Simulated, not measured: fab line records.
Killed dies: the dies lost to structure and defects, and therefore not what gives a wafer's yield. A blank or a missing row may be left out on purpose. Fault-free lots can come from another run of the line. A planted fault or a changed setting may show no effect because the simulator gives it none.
fab line records | flow gf180mcu
[record] lots = 12 wafers = 36 lastDay = 34
route steps=602 shown NWELL@52 HV_LDD@207 PSD@258
lots that met no fault: taken from a fault-free run of the same line
startH: hours from the record's first day to the start of the lot's first wafer shown | waitH: hours from the lot's prior step to this one | " as in the row above | L1.1+2: one row covering several wafers at once | - no value, or no start was given | * or withheld: withheld | < > ~ a bound
route shown NAME@n: a module of which the file shows steps, and the number in the route of the first | usual: average and standard deviation across the fault-free wafers | same: alike in all rows | chamber/n: place in a boat | sites: per-site readings | _std_site: how widely they spread, as a standard deviation | _edge_site: outer sites' mean less inner sites' | radiusMm: how far each site lies from the wafer's centre | mask NAME#n: copy n | behind: the last tool/chamber to shape the wafer | hold: why the lot went on hold/how many hours it stayed there/how the hold came to an end | device: the n, p or np transistor that did not switch | end of line: at the end of the route, the tests of the same wafers | a step without rows: its recipe alone | killed: count of dies lost to structure and defects at first sort (not the wafer's yield) | map: a wafer's dies, x killed, . not, _ none there
set.NAME: the setting as run; set.NAME@STEP: as run at that earlier step | model.NAME: the simulator's own value behind a step, which no gauge read
one table for each step of the route and one row for each wafer, over a sample of lots
services: when a tool's chamber went out of use (startH, in hours from the record's first day, below 0 if earlier), for how many hours, and the reason
[[steps]]
[step GF_NWELL_STRIP_10]
[recipe] chemistry = O2/N2 powerW = 1400 pressureMtorr = 1500 platenTempC = 250 o2FlowSccm = 3000 n2FlowSccm = 300 overashFraction = 0.5
[usual] drypumpMotorCurrentA = 5.7/0.36 heaterPowerW = 338/39 oesProductAu = 0.723/0.0046 stripTimeToEndpointS = 36.92/0.12
// columns lot.wafer tool chamber startH waitH drypumpMotorCurrentA heaterPowerW oesProductAu rfHoursCounterH stripTimeToEndpointS
L835.2 plasmaAsher-04 0 56.20 0.1 5.9 395 0.727 40 36.88
L835.4 " 1 " " 6.2 290 0.732 - 36.95
L835.5 " 1 " " 6.3 300 0.721 - 36.97
L836.1 plasmaAsher-03 0 62.20 0.1 5.4 315 0.722 27 37.00
L836.2 " 1 " " 5.4 368 0.721 27 37.00
L836.6 " 0 " " 5.3 316 0.721 - 37.11
L837.3 plasmaAsher-04 1 66.15 0.1 6.3 287 0.725 - 37.09
L837.4 " 0 " " 5.9 400 0.725 - 37.18
L837.5 " 1 " " 6.2 295 0.724 - 37.05
L838.3 plasmaAsher-02 1 72.53 0.1 5.5 295 0.726 - 36.82
L838.4 " 0 " " 6.2 335 0.723 - 36.90
L838.6 " 0 " " 6.2 330 0.719 - 36.84
L839.2 plasmaAsher-04 1 77.16 0.1 6.3 282 0.725 42 37.01
L839.3 " 1 " " 6.3 293 0.722 - 37.00
L839.6 " 1 " " 6.3 295 0.724 - 37.00
L840.3 plasmaAsher-04 1 84.75 0.1 6.2 298 0.725 - 36.89
L840.5 " 0 " " 5.8 400 0.716 - 36.93
L840.6 " 1 " " 6.3 299 0.723 - 36.89
L842.1 plasmaAsher-03 0 92.24 0.1 5.3 315 0.721 30 37.14
L842.3 " 0 " " 5.3 323 0.725 - 37.05
L842.6 " 0 " " 5.3 320 0.718 - 37.00
L848.1 plasmaAsher-03 0 126.54 0.1 5.4 321 0.729 36 37.05
L848.3 " 1 " " 5.4 377 0.730 - 37.11
L848.6 " 1 " " 5.5 374 0.724 - 37.14
L851.1 plasmaAsher-02 0 143.66 0.1 6.3 341 0.731 44 36.72
L851.3 " 1 " " 5.5 293 0.719 - 36.82
L851.6 " 0 " " 6.2 329 0.726 - 36.73
L853.1 plasmaAsher-03 0 153.40 0.1 5.3 323 0.726 39 36.77
L853.4 " 1 " " 5.5 381 0.728 - 36.69
L853.5 " 0 " " 5.3 320 0.724 - 36.80
L854.1 plasmaAsher-02 0 160.41 0.1 6.2 337 0.720 47 36.82
L854.2 " 1 " " 5.5 291 0.717 47 36.81
L854.3 " 1 " " 5.5 296 0.718 - 36.83
L857.2 plasmaAsher-04 0 176.74 0.1 5.8 392 0.715 8 37.14
L857.4 " 0 " " 5.9 369 0.727 - 37.01
L857.5 " 1 " " 6.2 289 0.720 - 37.04
[step GF_HV_LDD_CD_MEAS_31]
[recipe] targetCdNm = 400
[usual] cdNm = 399.7/2.3
// columns lot.wafer tool chamber startH waitH cdNm
L835.2 cdSem-02 - 253.17 0.1 404.9
L835.4 " - " " 404.8
L835.5 " - " " 401.1
L836.1 cdSem-02 - 261.75 0.1 399.1
L836.2 " - " " 399.2
L836.6 " - " " 398.7
L837.3 cdSem-02 - 269.01 0.1 402.1
L837.4 " - " " 400.4
L837.5 " - " " 403.2
L838.3 cdSem-02 - 276.59 0.1 394.2
L838.4 " - " " 397.9
L838.6 " - " " 395.0
L839.2 cdSem-02 - 282.32 0.1 401.0
L839.3 " - " " 401.3
L839.6 " - " " 398.9
L840.3 cdSem-02 - 293.33 0.1 396.8
L840.5 " - " " 396.9
L840.6 " - " " 397.4
L842.1 cdSem-02 - 307.99 0.1 397.7
L842.3 " - " " 399.1
L842.6 " - " " 397.9
L848.1 cdSem-01 - 355.85 0.1 402.7
L848.3 " - " " 401.9
L848.6 " - " " 402.5
L851.1 cdSem-01 - 385.12 0.1 399.3
L851.3 " - " " 401.4
L851.6 " - " " 398.8
L853.1 cdSem-02 - 396.86 0.2 392.3
L853.4 " - " " 394.4
L853.5 " - " " 394.4
L854.1 cdSem-01 - 405.15 0.1 400.8
L854.2 " - " " 399.3
L854.3 " - " " 401.8
L857.2 cdSem-02 - 428.79 0.1 402.2
L857.4 " - " " 400.3
L857.5 " - " " 401.0
[step GF_HV_LDD_IMPLANT_33]
[recipe] species = P energyKev = 60 doseCm2 = 7.5e+12 tiltDeg = 30 rotationDeg = 0
[same] implantIonAmu = 31
// columns lot.wafer tool chamber startH waitH
L835.2+4+5 implanter-02 0 253.33 0.0
L836.1+2+6 implanter-01 0 261.91 0.0
L837.3+4+5 implanter-01 0 269.18 0.1
L838.3+4+6 implanter-02 0 276.76 0.1
L839.2+3+6 implanter-01 0 282.48 0.0
L840.3+5+6 implanter-02 0 293.50 0.1
L840.3+5+6 implanter-02 0 293.81 0.3
L842.1+3+6 implanter-02 0 308.15 0.0
L842.1+3+6 implanter-02 0 308.46 0.3
L848.1+3+6 implanter-02 0 356.01 0.0
L851.1+3+6 implanter-03 0 385.28 0.0
L853.1+4+5 implanter-03 0 397.02 0.0
L854.1+2+3 implanter-01 0 405.31 0.0
L857.2+4+5 implanter-03 0 428.95 0.0
[step GF_HV_LDD_TW_MEAS_38]
[usual] HV_LDD_3_TW = 1435/12
// columns lot.wafer tool chamber startH waitH HV_LDD_3_TW
L835.2 filmMetro-04 - 254.02 0.1 1432
L835.4 " - " " 1432
L835.5 " - " " 1431
L836.1 filmMetro-03 - 262.61 0.1 1404
L836.2 " - " " 1409
L836.6 " - " " 1411
L837.3 filmMetro-01 - 269.85 0.1 1438
L837.4 " - " " 1435
L837.5 " - " " 1439
L838.3 filmMetro-01 - 277.43 0.1 1432
L838.4 " - " " 1436
L838.6 " - " " 1433
L839.2 filmMetro-04 - 283.17 0.1 1439
L839.3 " - " " 1444
L839.6 " - " " 1446
L840.3 filmMetro-04 - 294.48 0.1 1551
L840.5 " - " " 1551
L840.6 " - " " 1553
L842.1 filmMetro-01 - 309.16 0.1 1543
L842.3 " - " " 1551
L842.6 " - " " 1540
L848.1 filmMetro-03 - 356.71 0.1 1418
L848.3 " - " " 1419
L848.6 " - " " 1430
L851.1 filmMetro-04 - 385.98 0.1 1452
L851.3 " - " " 1453
L851.6 " - " " 1447
L853.1 filmMetro-01 - 397.72 0.1 1450
L853.4 " - " " 1453
L853.5 " - " " 1452
L854.1 filmMetro-01 - 406.01 0.1 1445
L854.2 " - " " 1445
L854.3 " - " " 1440
L857.2 filmMetro-04 - 429.65 0.1 1434
L857.4 " - " " 1439
L857.5 " - " " 1446
[step GF_HV_LDD_RS_MEAS_53]
[recipe] thkMeasGauge = four-point-probe
[usual] HV_LDD_RS = 418.1/0.95
// columns lot.wafer tool chamber startH waitH HV_LDD_RS[ohm/sq]
L835.2 filmMetro-04 - 273.48 0.1 417.8
L835.4 " - " " 418.9
L835.5 " - " " 419.8
L836.1 filmMetro-03 - 282.00 0.1 418.6
L836.2 " - " " 416.0
L836.6 " - " " 418.9
L837.3 filmMetro-04 - 290.25 0.1 417.3
L837.4 " - " " 418.7
L837.5 " - " " 418.6
L838.3 filmMetro-03 - 297.78 0.1 418.8
L838.4 " - " " 417.8
L838.6 " - " " 418.4
L839.2 filmMetro-01 - 302.95 0.1 417.7
L839.3 " - " " 418.3
L839.6 " - " " 417.7
L840.3 filmMetro-03 - 314.56 0.1 397.7
L840.5 " - " " 398.1
L840.6 " - " " 396.9
L842.1 filmMetro-03 - 329.08 0.1 400.8
L842.3 " - " " 399.9
L842.6 " - " " 399.4
L848.1 filmMetro-03 - 379.73 0.1 417.9
L848.3 " - " " 418.2
L848.6 " - " " 417.5
L851.1 filmMetro-04 - 409.43 0.1 419.9
L851.3 " - " " 419.3
L851.6 " - " " 419.4
L853.1 filmMetro-03 - 421.75 0.1 417.6
L853.4 " - " " 417.6
L853.5 " - " " 417.4
L854.1 filmMetro-04 - 429.47 0.1 417.9
L854.2 " - " " 417.4
L854.3 " - " " 417.6
L857.2 filmMetro-03 - 453.96 0.1 419.3
L857.4 " - " " 417.8
L857.5 " - " " 417.5
[step GF_PSD_STRIP_10]
[recipe] chemistry = O2/N2 powerW = 1400 pressureMtorr = 1500 platenTempC = 250 o2FlowSccm = 3000 n2FlowSccm = 300 overashFraction = 0.5
[usual] drypumpMotorCurrentA = 5.5/0.31 heaterPowerW = 315/30 oesProductAu = 0.591/0.0048 stripTimeToEndpointS = 16.50/0.045
// columns lot.wafer tool chamber startH waitH drypumpMotorCurrentA heaterPowerW oesProductAu rfHoursCounterH stripTimeToEndpointS
L835.2 plasmaAsher-01 0 315.20 0.1 5.3 303 0.588 64 16.48
L835.4 " 1 " " 5.5 312 0.603 - 16.49
L835.5 " 1 " " 5.5 302 0.595 - 16.51
L836.1 plasmaAsher-03 1 324.35 0.1 5.4 378 0.580 57 16.48
L836.2 " 0 " " 5.4 321 0.583 57 16.47
L836.6 " 0 " " 5.4 322 0.595 - 16.50
L837.3 plasmaAsher-03 1 332.53 0.1 5.5 363 0.586 - 16.50
L837.4 " 0 " " 5.3 310 0.587 - 16.49
L837.5 " 0 " " 5.3 308 0.596 - 16.46
L838.3 plasmaAsher-02 1 341.73 0.1 5.5 284 0.592 - 16.47
L838.4 " 0 " " 6.2 334 0.595 - 16.51
L838.6 " 0 " " 6.2 338 0.597 - 16.47
L839.2 plasmaAsher-03 1 346.22 0.1 5.5 373 0.589 59 16.49
L839.3 " 1 " " 5.4 376 0.593 - 16.49
L839.6 " 0 " " 5.3 317 0.593 - 16.49
L840.3 plasmaAsher-02 0 360.10 0.1 6.2 340 0.594 - 16.47
L840.5 " 1 " " 5.5 278 0.595 - 16.46
L840.6 " 0 " " 6.2 342 0.590 - 16.47
L842.1 plasmaAsher-01 1 377.82 0.1 5.5 308 0.592 70 16.53
L842.3 " 1 " " 5.5 306 0.592 - 16.53
L842.6 " 1 " " 5.5 311 0.591 - 16.49
L848.1 plasmaAsher-02 0 428.72 0.1 6.2 334 0.589 75 16.51
L848.3 " 0 " " 6.2 348 0.593 - 16.51
L848.6 " 0 " " 6.2 341 0.595 - 16.57
L851.1 plasmaAsher-01 1 460.80 0.1 5.5 292 0.599 3 16.52
L851.3 " 1 " " 5.5 290 0.589 - 16.54
L851.6 " 1 " " 5.5 292 0.590 - 16.52
L853.1 plasmaAsher-02 0 473.59 0.1 6.2 339 0.583 79 16.50
L853.4 " 0 " " 6.2 338 0.584 - 16.50
L853.5 " 1 " " 5.5 285 0.600 - 16.49
L854.1 plasmaAsher-03 0 480.75 0.1 5.3 321 0.581 74 16.61
L854.2 " 1 " " 5.4 372 0.584 74 16.57
L854.3 " 0 " " 5.3 315 0.599 - 16.59
L857.2 plasmaAsher-01 0 504.28 0.1 5.3 292 0.594 7 16.43
L857.4 " 1 " " 5.5 305 0.594 - 16.44
L857.5 " 1 " " 5.5 284 0.589 - 16.43
[[services]]
// columns tool chamber startH hours kind
plasmaAsher-04 - 50.02 1.5 repair
plasmaAsher-02 - 61.37 4.8 repair
plasmaAsher-02 - 82.49 4.5 repair
implanter-02 - 84.80 4.8 repair
plasmaAsher-02 - 87.36 28.1 pm
plasmaAsher-04 - 108.77 9.0 pm
plasmaAsher-02 - 115.46 14.6 pm
plasmaAsher-03 - 120.75 1.7 repair
plasmaAsher-02 - 121.40 4.2 repair
plasmaAsher-01 - 136.66 10.8 repair
plasmaAsher-03 - 141.42 2.5 repair
plasmaAsher-01 - 147.48 15.6 pm
implanter-01 - 218.90 1.5 repair
plasmaAsher-04 - 229.60 7.2 repair
implanter-02 - 343.99 0.7 repair
implanter-02 - 358.25 23.0 pm
plasmaAsher-04 - 368.14 0.5 repair
plasmaAsher-04 - 370.12 6.4 repair
implanter-02 - 381.24 2.9 pm
implanter-02 - 394.44 1.8 repair
plasmaAsher-03 - 398.89 5.1 repair
plasmaAsher-02 - 424.56 1.4 repair
implanter-02 - 451.26 1.3 repair
implanter-02 - 482.57 113.8 pm
[[key]]
[firstSign] step = GF_HV_LDD_IMPLANT_33 reading = visit direction = added
[effect] step = GF_HV_LDD_TW_MEAS_38 reading = HV_LDD_3_TW direction = up sigmas = 9.2 usual = 1435 struck = 1548
[effect] step = GF_HV_LDD_RS_MEAS_53 reading = HV_LDD_RS direction = down sigmas = 20 usual = 418.1 struck = 398.8
metAt GF_HV_LDD_IMPLANT_33
struckLots L840,L842
testerLeftOut L840,L842
notActingAt GF_NWELL_STRIP_10,GF_HV_LDD_CD_MEAS_31,GF_PSD_STRIP_10
[fault] kind = repeatedStepWhole tool = implanter-01,implanter-02,implanter-03 chamber = - onsetH = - steps = GF_HV_LDD_IMPLANT_33 times = 1 scope = struckLotsOnly
// testerLeftOut: of these lots the tester's yield and bins aren't shown, on N5 and GAA mostly nor the transistor test; their killed dies are dies lost to structure and defects alone, not to doping, threshold or leakage, so they don't give the yield
